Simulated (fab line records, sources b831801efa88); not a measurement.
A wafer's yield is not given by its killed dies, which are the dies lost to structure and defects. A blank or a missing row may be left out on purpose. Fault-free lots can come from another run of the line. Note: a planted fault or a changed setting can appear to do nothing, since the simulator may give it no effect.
Which tool is to blame? + flow gf180mcu + Sampling: 6 lots, 18 wafers, 3 of 602 route steps

WHAT EACH GAUGE READ, for each wafer
GF_VT_IMPLANT_TW_MEAS_10.
| lot  | measured     | on            | VT_IMPLANT_TW |
|------|--------------|---------------|---------------|
| L420 | day 6 02:30  | film_metro-01 | 559 564 561   |
| L422 | day 6 15:10  | film_metro-03 | 560 559 560   |
| L428 | day 8 04:03  | film_metro-01 | 557 558 559   |
| L433 | day 9 13:13  | film_metro-01 | 604 603 605   |
| L436 | day 10 06:04 | film_metro-02 | 572 574 575   |
| L439 | day 11 01:19 | film_metro-01 | 564 565 563   |

EACH LOT AND THE TOOL THAT RAN IT (in order: tool; ch and the chambers of the sampled wafers; start)
| lot  | GF_STI_ETCH_13                    | GF_VT_IMPLANT_IMPLANT_08        |
|------|-----------------------------------|---------------------------------|
| L420 | rie_diel-02 ch 1,2, day 2 11:03   | implanter-01 ch 0, day 6 02:15  |
| L422 | rie_diel-02 ch 1,3, day 2 21:48   | implanter-01 ch 0, day 6 14:55  |
| L428 | rie_diel-04 ch 1,3, day 4 04:32   | implanter-03 ch 0, day 8 03:49  |
| L433 | rie_diel-04 ch 0,2, day 5 06:48   | implanter-02 ch 0, day 9 13:00  |
| L436 | rie_diel-03 ch 0,1,2, day 5 21:59 | implanter-03 ch 0, day 10 05:49 |
| L439 | rie_diel-04 ch 0,2,3, day 6 14:23 | implanter-01 ch 0, day 11 01:06 |
- GF_STI_ETCH_13: etches the open film in CHF3/O2, stops on Si, target depth 282.31 nm, time 112.9 s.
- GF_VT_IMPLANT_IMPLANT_08

THE ANSWER, worked out from the rows above alone
Rule: usual is defined by the lots themselves. Put in order of their means at a reading, lots are off if they are a third of the lots or fewer, leave a main group of 4 or more, and stand apart from it by a gap of 3 or more times the standard deviation of the main group's means; of several such gaps the widest counts. Not used: any main group whose means are identical at the precision the tables above print for the reading. A lot without any number at a reading at which 4 lots or more have one is off too. Where the step has rows for the other lots, those lots are counted as sound.
Off: L433, seen at GF_VT_IMPLANT_TW_MEAS_10 (VT_IMPLANT_TW). The main group has a mean of 563 with a standard deviation of 5.5.
A tool fits if, at a process step before that reading, it ran every lot that is off, and no sound lot after the first of them. The gauges at GF_VT_IMPLANT_TW_MEAS_10 are tried like those tools. One fits: implanter-02 at GF_VT_IMPLANT_IMPLANT_08. It ran no sound lot before its first lot that is off in this sample, so the start can't be narrowed down.

WHAT THE SIMULATOR HAD INSERTED
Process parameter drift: implanter-02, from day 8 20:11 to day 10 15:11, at GF_VT_IMPLANT_IMPLANT_08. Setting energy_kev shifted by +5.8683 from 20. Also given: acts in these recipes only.
Lots struck among those shown: L433. This agrees with what the rule above found.
